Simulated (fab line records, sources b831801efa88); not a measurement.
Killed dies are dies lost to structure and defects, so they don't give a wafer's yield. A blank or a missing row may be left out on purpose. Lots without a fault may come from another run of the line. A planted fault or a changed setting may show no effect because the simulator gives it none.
Which tool did it? | flow sky130 | 13 lots, 39 wafers sampled, at 3 steps of a route of 708

WHAT THE GAUGES READ, wafer by wafer
SKY_POLY_GATE_CD_MEAS_22. Usual: cd_nm 150 nm, standard deviation 3.1.
lot  | measured     | on        | cd_nm (nm)  | flag
L822 | day 17 06:08 | cd_sem-02 | 152 141 149 |
L823 | day 17 14:55 | cd_sem-02 | 147 150 151 |
L825 | day 18 09:37 | cd_sem-02 | 147 150 148 |
L824 | day 18 09:39 | cd_sem-01 | 149 147 148 |
L827 | day 18 21:29 | cd_sem-02 | 154 152 156 |
L828 | day 19 08:48 | cd_sem-01 | 152 151 149 |
L832 | day 20 15:56 | cd_sem-02 | 152 148 154 |
L834 | day 21 01:04 | cd_sem-01 | 152 155 149 |
L833 | day 21 02:24 | cd_sem-02 | 158 149 154 |
L840 | day 23 12:55 | cd_sem-01 | 148 151 145 |
L842 | day 24 08:32 | cd_sem-01 | 144 150 145 |
L843 | day 24 12:23 | cd_sem-02 | 145 152 150 |
L844 | day 24 15:36 | cd_sem-01 | 142 149 148 |

SKY_LDD_P_OVL_MEAS_08. Usual: LDD_P_OVL -0.1 nm, standard deviation 1.3.
lot  | measured     | on         | LDD_P_OVL (nm) | flag
L822 | day 19 19:56 | overlay-01 | 0.1 1.1 -0.2   |
L823 | day 20 04:46 | overlay-01 | -1.2 1.3 -0.6  |
L825 | day 20 23:44 | overlay-01 | 1.1 0.6 0.9    |
L824 | day 21 00:03 | overlay-02 | 0.5 1.1 2.2    |
L827 | day 21 12:28 | overlay-02 | -1.4 -0.7 -2.1 |
L828 | day 21 22:46 | overlay-02 | -0.7 -1.5 -0.1 |
L832 | day 23 05:31 | overlay-01 | -1.0 -1.2 -0.2 |
L834 | day 23 14:35 | overlay-01 | 0.6 -0.9 -0.6  |
L833 | day 23 16:55 | overlay-02 | 1.6 1.3 1.5    |
L840 | day 26 01:37 | overlay-02 | -1.3 1.4 2.2   |
L842 | day 26 20:55 | overlay-01 | -0.6 -1.9 0.7  |
L843 | day 26 23:18 | overlay-02 | -0.7 1.1 0.3   |
L844 | day 27 03:46 | overlay-01 | 2.0 2.9 2.0    |

WHICH TOOL RAN EACH LOT (tool, then ch and the chambers of the sampled wafers, then the start)
lot  | SKY_LDD_N_IMPLANT_09
L822 | implanter-04 ch 0, day 18 11:52
L823 | implanter-04 ch 0, day 18 20:59
L825 | implanter-01 ch 0, day 19 16:14
L824 | implanter-02 ch 0, day 19 16:34
L827 | implanter-01 ch 0, day 20 04:32
L828 | implanter-01 ch 0, day 20 15:11
L832 | implanter-01 ch 0, day 21 22:29
L834 | implanter-04 ch 0, day 22 07:47
L833 | implanter-01 ch 0, day 22 09:05
L840 | implanter-02 ch 0, day 24 18:56
L842 | implanter-04 ch 0, day 25 14:07
L843 | implanter-01 ch 0, day 25 17:29
L844 | implanter-01 ch 0, day 25 21:22
- SKY_LDD_N_IMPLANT_09

WHAT THE TOOLS THEMSELVES READ (means of the sampled wafers that have a number; where no wafer has one, the mark that the record gives instead)
SKY_LDD_N_IMPLANT_09. Usual: beam_energy_keV 20.001, standard deviation 0.0066; beam_on_s 9.99 s, standard deviation 0.2.
lot  | tool         | beam_energy_keV | beam_on_s (s) | flag
L822 | implanter-04 | 20.000          | 9.90          |
L823 | implanter-04 | 20.009          | 10.02         |
L825 | implanter-01 | 19.997          | 10.01         |
L824 | implanter-02 | 19.991          | 9.94          |
L827 | implanter-01 | 19.999          | 10.31         |
L828 | implanter-01 | 19.997          | 10.06         |
L832 | implanter-01 | 16.993          | 9.79          | OFF
L834 | implanter-04 | 20.008          | 9.98          |
L833 | implanter-01 | 16.985          | 9.88          | OFF
L840 | implanter-02 | 20.002          | 9.98          |
L842 | implanter-04 | 20.000          | 10.06         |
L843 | implanter-01 | 19.994          | 9.89          |
L844 | implanter-01 | 20.012          | 10.06         |

THE ANSWER, worked out from the rows above alone
Rule: a lot is off if the mean of its wafers that have a number lies more than 3 standard deviations from the usual mean. A lot without any number at a reading at which 4 lots or more have one is off too. The other lots that the step has rows for count as sound. The gauges are gone through in route order, then the tools' own readings, and for those a lot's mean is taken as printed above. The first step at which some lot is off is used, and at that step the reading that is off furthest; a lot without a number counts as furthest.
Off: L832, L833, at SKY_LDD_N_IMPLANT_09 (beam_energy_keV).
A tool fits if, at that step or a process step before it, it ran every lot that is off, and no sound lot after the first of them. None of those tried fits.

WHAT THE SIMULATOR HAD PUT IN
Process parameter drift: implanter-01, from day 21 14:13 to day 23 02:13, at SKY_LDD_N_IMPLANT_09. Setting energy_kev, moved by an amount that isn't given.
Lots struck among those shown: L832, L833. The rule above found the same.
